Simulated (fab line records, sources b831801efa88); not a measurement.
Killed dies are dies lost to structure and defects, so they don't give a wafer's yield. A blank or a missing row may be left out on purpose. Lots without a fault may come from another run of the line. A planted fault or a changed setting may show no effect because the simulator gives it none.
Which tool did it? | flow sky130 | 6 lots, 18 wafers sampled, at 3 steps of a route of 708

WHAT THE GAUGES READ, wafer by wafer
SKY_VIA2_CD_MEAS_12: target cd 200 nm.
lot  | measured     | on        | cd_nm (nm)
L725 | day 36 18:04 | cd_sem-01 | 200.3 199.1 199.4
L735 | day 40 02:07 | cd_sem-01 | 157.6 200.4 200.7
L737 | day 40 15:46 | cd_sem-02 | 200.4 200.8 199.7
L741 | day 41 18:38 | cd_sem-02 | 199.5 199.0 199.6
L745 | day 42 08:14 | cd_sem-02 | 200.2 199.5 201.1
L747 | day 43 03:57 | cd_sem-02 | 199.1 199.5 198.7

WHICH TOOL RAN EACH LOT (tool, then ch and the chambers of the sampled wafers, then the start)
lot  | SKY_METAL1_SPUTTER_00        | SKY_VIA2_EXPOSE_09
L725 | pvd_sputter-04, day 32 02:08 | krf_scanner-02 ch 0, day 36 05:32
L735 | pvd_sputter-04, day 35 15:06 | krf_scanner-01 ch 0, day 39 14:58
L737 | pvd_sputter-02, day 36 06:09 | krf_scanner-02 ch 0, day 40 03:43
L741 | pvd_sputter-02, day 37 11:50 | krf_scanner-02 ch 0, day 41 06:18
L745 | pvd_sputter-02, day 38 03:00 | krf_scanner-01 ch 0, day 41 21:34
L747 | pvd_sputter-02, day 38 21:47 | krf_scanner-01 ch 0, day 42 16:41
- SKY_METAL1_SPUTTER_00: material Ti, target thk 15 nm, time 10 s.
- SKY_VIA2_EXPOSE_09: exposes mask VIM2, target cd 200 nm.

THE ANSWER, worked out from the rows above alone
Rule: what is usual is taken from the lots themselves. Put in order of their means at a reading, lots are off if they are a third of the lots or fewer, leave a main group of 4 or more, and stand apart from it by a gap of 3 or more times the standard deviation of the main group's means; of several such gaps the widest counts. A main group whose means are all the same, to the digits that the tables above print for the reading, isn't used. A lot without any number at a reading at which 4 lots or more have one is off too. The other lots that the step has rows for count as sound.
Off: L735, at SKY_VIA2_CD_MEAS_12 (cd_nm). The main group: mean 199.7 nm, standard deviation 0.48.
A tool fits if, at a process step before that reading, it ran every lot that is off, and no sound lot after the first of them. The gauges at SKY_VIA2_CD_MEAS_12 are tried like those tools. Can't be told from this: 2 tools fit, pvd_sputter-04 at SKY_METAL1_SPUTTER_00, cd_sem-01 at SKY_VIA2_CD_MEAS_12.

WHAT THE SIMULATOR HAD PUT IN
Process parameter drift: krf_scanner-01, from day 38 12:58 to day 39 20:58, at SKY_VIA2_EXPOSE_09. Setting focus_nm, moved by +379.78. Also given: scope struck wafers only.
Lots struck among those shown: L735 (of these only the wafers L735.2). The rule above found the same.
